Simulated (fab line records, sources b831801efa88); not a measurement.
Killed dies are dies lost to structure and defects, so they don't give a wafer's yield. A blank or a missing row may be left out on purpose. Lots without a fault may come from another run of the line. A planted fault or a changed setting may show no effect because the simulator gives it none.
fab line records | flow sky130
record lots=6 wafers=18 last_day=50
route steps=708 shown VT_ADJUST_LVTN@113 VT_ADJUST_NCORE@119 PAD_OPEN@708
lots that met no fault: from a run of the same line without faults
start_h: hours from the record's first day to the start of the lot's first wafer shown | wait_h: hours since the lot's step before | " the same as in the row above | L1.1+2: a row that stands for several wafers | - no value, or no start given | * or withheld: withheld | < > ~ a bound
route shown NAME@n: a module of which the file shows steps, and the number in the route of the first | usual: mean/standard deviation of fault-free wafers | same: alike in all rows | chamber/n: place in a boat | sites: the reading at each site | _std_site: their standard deviation | _edge_site: outer sites' mean less inner sites' | radius_mm: how far each site lies from the wafer's centre | mask NAME#n: copy n | behind: the tool/chamber that last shaped the wafer | hold: why the lot was held/for how many hours/how that ended | device: the transistor (n, p or np) that didn't switch | end of line: the same wafers' tests at the end of the route | a step without rows: its recipe alone | killed: dies lost to structure and defects at the first sort, not the wafer's yield | map: a wafer's dies, x killed, . not, _ none there
set.NAME: the setting as run; set.NAME@STEP: as run at that earlier step | model.NAME: the simulator's own value behind a step, which no gauge read
lots at some steps of the route; a table a step, a row a wafer
services: from which hour (start_h, from the record's first day; less than 0 if before it) a tool's chamber was out of use, for how many hours, and why
## steps
# step SKY_VT_ADJUST_LVTN_PEB_16
# recipe temp_c=withheld time_s=* resist=NOVOLAK
# step SKY_VT_ADJUST_LVTN_DEVELOP_17
# recipe resist=NOVOLAK developer=TMAH develop_time_s=60 dev_temp_c=23
# step SKY_VT_ADJUST_LVTN_OVL_MEAS_18
# usual VT_ADJUST_LVTN_01_OVL=1.2/1.2
# columns lot.wafer tool chamber start_h wait_h VT_ADJUST_LVTN_01_OVL[nm]
L904.2 overlay-01 - 198.97 0.1 1.8
L904.4 " - " " 0.9
L904.5 " - " " -0.5
L905.2 overlay-01 - 207.43 0.1 3.1
L905.5 " - " " 1.0
L905.6 " - " " 1.5
L913.1 overlay-01 - 266.96 0.1 1.0
L913.4 " - " " 0.7
L913.6 " - " " 0.6
L914.3 overlay-02 - 274.13 0.1 1.0
L914.4 " - " " 0.5
L914.6 " - " " 1.8
L917.4 overlay-02 - 294.84 0.1 3.6
L917.5 " - " " 3.2
L917.6 " - " " 4.0
L921.1 overlay-02 - 329.51 0.1 2.0
L921.2 " - " " 0.3
L921.6 " - " " 2.2
# step SKY_VT_ADJUST_LVTN_IMPLANT_19
# recipe species=B energy_kev=30 dose_cm2=6.5e+11 tilt_deg=withheld
# step SKY_VT_ADJUST_LVTN_STRIP_20
# recipe chemistry=O2/N2 power_w=1400 pressure_mtorr=1500 platen_temp_c=withheld o2_flow_sccm=3000 n2_flow_sccm=300 overash_fraction=0.5
# usual drypump_motor_current_A=5.7/0.51 oes_product_au=0.716/0.0041 strip_time_to_endpoint_s=14.18/0.05
# columns lot.wafer tool chamber start_h wait_h drypump_motor_current_A oes_product_au rf_hours_counter_h strip_time_to_endpoint_s
L904.2 plasma_asher-01 1 199.15 0.1 5.2 0.715 51 14.09
L904.4 " 0 " " 5.2 0.719 - 14.06
L904.5 " 0 " " 5.2 0.718 - 14.11
L905.2 plasma_asher-01 0 207.61 0.1 5.2 0.724 52 14.16
L905.5 " 0 " " 5.2 0.710 - 14.14
L905.6 " 1 " " 5.2 0.715 - 14.19
L913.1 plasma_asher-03 0 267.15 0.1 5.9 0.719 14 14.20
L913.4 " 0 " " 5.9 0.722 - 14.28
L913.6 " 0 " " 5.8 0.715 - 14.23
L914.3 plasma_asher-01 0 274.33 0.1 5.2 0.710 - 14.20
L914.4 " 1 " " 5.2 0.711 - 14.21
L914.6 " 1 " " 5.2 0.721 - 14.23
L917.4 plasma_asher-04 0 295.04 0.1 6.0 0.718 - 14.25
L917.5 " 0 " " 6.1 0.709 - 14.22
L917.6 " 1 " " 6.1 0.719 - 14.22
L921.1 plasma_asher-01 0 329.70 0.1 5.2 0.717 63 14.16
L921.2 " 1 " " 5.2 0.722 63 14.17
L921.6 " 0 " " 5.3 0.714 - 14.17
# step SKY_VT_ADJUST_LVTN_TW_MEAS_21
# usual VT_ADJUST_LVTN_2_TW=189.5/0.97
# columns lot.wafer tool chamber start_h wait_h VT_ADJUST_LVTN_2_TW
L904.2 film_metro-01 - 199.26 0.1 190.6
L904.4 " - " " 190.7
L904.5 " - " " 190.9
L905.2 film_metro-04 - 207.72 0.1 188.4
L905.5 " - " " 189.4
L905.6 " - " " 188.7
L913.1 film_metro-04 - 267.25 0.1 190.0
L913.4 " - " " 190.6
L913.6 " - " " 189.4
L914.3 film_metro-01 - 274.42 0.1 191.6
L914.4 " - " " 190.0
L914.6 " - " " 190.7
L917.4 film_metro-02 - 295.14 0.1 189.2
L917.5 " - " " 189.1
L917.6 " - " " 189.0
L921.1 film_metro-04 - 329.80 0.1 188.5
L921.2 " - " " 189.0
L921.6 " - " " 189.7
# step SKY_VT_ADJUST_NCORE_DEHYDRATE_00
# recipe temp_c=200 time_s=60
# step SKY_VT_ADJUST_NCORE_HMDS_01
# recipe prime_time_s=60 prime_temp_c=120
# step SKY_VT_ADJUST_NCORE_COAT_02
# recipe resist=NOVOLAK spin_rpm=3000 resist_thk_nm=1140
# step SKY_VT_ADJUST_NCORE_SOFTBAKE_03
# recipe temp_c=90 time_s=60 resist=NOVOLAK
# step SKY_VT_ADJUST_NCORE_EXPOSE_04
# recipe mask_id=LVTN_COMPLEMENT_THIN na=0.6 source_shape=conventional sigma_outer=0.6 polarization=unpolarized target_cd_nm=380 dose_mj=139
# step SKY_VT_ADJUST_NCORE_PEB_05
# recipe temp_c=withheld time_s=* resist=NOVOLAK
# step SKY_VT_ADJUST_NCORE_DEVELOP_06
# recipe resist=NOVOLAK developer=TMAH develop_time_s=60 dev_temp_c=23
# columns lot.wafer tool chamber start_h wait_h
L904.2+4+5 litho_track-01 0 221.50 0.1
L905.2+5+6 litho_track-03 0 229.34 0.1
L913.1+4+6 litho_track-03 0 291.96 0.1
L914.3+4+6 litho_track-03 0 299.81 0.1
L917.4+5+6 litho_track-04 0 320.86 0.1
L921.1+2+6 litho_track-04 0 357.48 0.1
# step SKY_VT_ADJUST_NCORE_CD_MEAS_07
# recipe target_cd_nm=380
# usual cd_nm=379.6/2.1
# columns lot.wafer tool chamber start_h wait_h hold cd_nm
L904.2 cd_sem-02 - 221.64 0.1 - 378.5
L904.4 " - " " - 379.2
L904.5 " - " " - 378.5
L905.2 cd_sem-02 - 229.48 0.1 - 379.9
L905.5 " - " " - 380.1
L905.6 " - " " - 382.8
L913.1 cd_sem-01 - 292.11 0.1 await_dispo/0.2h/release 369.5
L913.4 " - " " await_dispo/0.2h/release 369.8
L913.6 " - " " await_dispo/0.2h/release 370.2
L913.1 cd_sem-01 - 292.40 0.3 - 369.5
L913.4 " - " " - 369.8
L913.6 " - " " - 370.1
L914.3 cd_sem-02 - 299.95 0.1 await_dispo/0.2h/release 365.8
L914.4 " - " " await_dispo/0.2h/release 366.2
L914.6 " - " " await_dispo/0.2h/release 365.3
L914.3 cd_sem-02 - 300.24 0.3 - 365.9
L914.4 " - " " - 366.1
L914.6 " - " " - 365.3
L917.4 cd_sem-02 - 320.99 0.1 - 381.9
L917.5 " - " " - 382.8
L917.6 " - " " - 379.0
L921.1 cd_sem-02 - 357.63 0.1 - 375.0
L921.2 " - " " - 376.2
L921.6 " - " " - 375.7
# step SKY_VT_ADJUST_NCORE_OVL_MEAS_08
# usual VT_ADJUST_NCORE_OVL=0.4/1.1
# columns lot.wafer tool chamber start_h wait_h hold VT_ADJUST_NCORE_OVL[nm]
L904.2 overlay-01 - 221.75 0.1 - 2.1
L904.4 " - " " - -0.1
L904.5 " - " " - 1.3
L905.2 overlay-02 - 229.59 0.1 - -0.6
L905.5 " - " " - -0.1
L905.6 " - " " - -2.0
L913.1 overlay-02 - 295.49 3.1 await_dispo/3.0h/release 1.1
L913.4 " - " " await_dispo/3.0h/release 0.4
L913.6 " - " " await_dispo/3.0h/release 0.6
L914.3 overlay-01 - 304.08 3.8 await_dispo/3.7h/release 1.2
L914.4 " - " " await_dispo/3.7h/release 0.2
L914.6 " - " " await_dispo/3.7h/release 2.3
L917.4 overlay-01 - 321.07 0.1 - 0.1
L917.5 " - " " - -1.0
L917.6 " - " " - -1.2
L921.1 overlay-02 - 357.75 0.1 - -1.6
L921.2 " - " " - 1.1
L921.6 " - " " - -1.0
# step SKY_PAD_OPEN_PROBE_99
# usual killed_at_M0_to_M3=42/6.9 killed_at_M4_up=3.2/1.7 killed_at_contacts=25/5.1 killed_at_front_end=15/4.5 killed_at_other=0.4/0.63 killed_dies=86/9.3 killed_open=46/7 killed_short=39/6.9
# same gross_dies=492 killed_at_back_side=0
# columns lot.wafer tool chamber start_h wait_h killed_at_M0_to_M3 killed_at_M4_up killed_at_contacts killed_at_front_end killed_at_other killed_dies killed_open killed_short
L914.3 prober-02 - 1171.82 0.2 53 2 21 16 1 93 55 37
L914.4 prober-02 - 1171.87 0.2 47 1 22 15 0 85 56 29
L914.6 prober-02 - 1171.97 0.2 39 7 25 18 0 89 47 42
# killed by level:class
L914.3 VIA2:geometric_particle:open=11 LI_CONTACT:geometric_particle:open=10 VIA1:geometric_particle:open=9 CONTACT:geometric_particle:open=6 METAL3:geometric_particle:short=6 VIA3:geometric_particle:open=6 METAL2:geometric_particle:short=5 VIA3:geometric_particle:short=5
L914.4 CONTACT:geometric_particle:open=10 VIA1:geometric_particle:open=10 FIELD_ISO:geometric_particle:open=9 METAL2:geometric_particle:short=9 LI_CONTACT:geometric_particle:open=7 VIA2:geometric_particle:open=7 METAL1:geometric_particle:short=5 VIA3:geometric_particle:open=5
L914.6 VIA1:geometric_particle:open=15 CONTACT:geometric_particle:open=11 METAL2:geometric_particle:short=8 FIELD_ISO:geometric_particle:short=7 LI_CONTACT:geometric_particle:open=6 CONTACT:geometric_particle:short=5 METAL4:geometric_particle:short=5 VIA1:geometric_particle:short=5
## services
# columns tool chamber start_h hours kind
plasma_asher-03 - 239.51 0.7 repair
plasma_asher-01 - 335.35 4.2 repair
plasma_asher-03 - 336.64 6.1 repair
plasma_asher-04 - 338.96 2.3 repair
## key
first_sign step=SKY_VT_ADJUST_NCORE_CD_MEAS_07 reading=visit direction=added
effect step=SKY_VT_ADJUST_NCORE_CD_MEAS_07 reading=cd_nm direction=down sigmas=5.8 usual=379.6 struck=367.8
met_at SKY_VT_ADJUST_NCORE_DEVELOP_06
struck_wafers L913.1,L913.4,L913.6,L914.3,L914.4,L914.6
tester_left_out L913,L914
onset_between 229.34 291.96
fault kind=process_parameter_drift tool=litho_track-03 chamber=- onset_h=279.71 steps=SKY_VT_ADJUST_NCORE_DEVELOP_06 channel=develop_time_s offset=* shape=step end_h=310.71 acts_in=* stated=*
# tester_left_out: of these lots the tester's yield and bins aren't shown, on N5 and GAA mostly nor the transistor test; their killed dies are dies lost to structure and defects alone, not to doping, threshold or leakage, so they don't give the yield
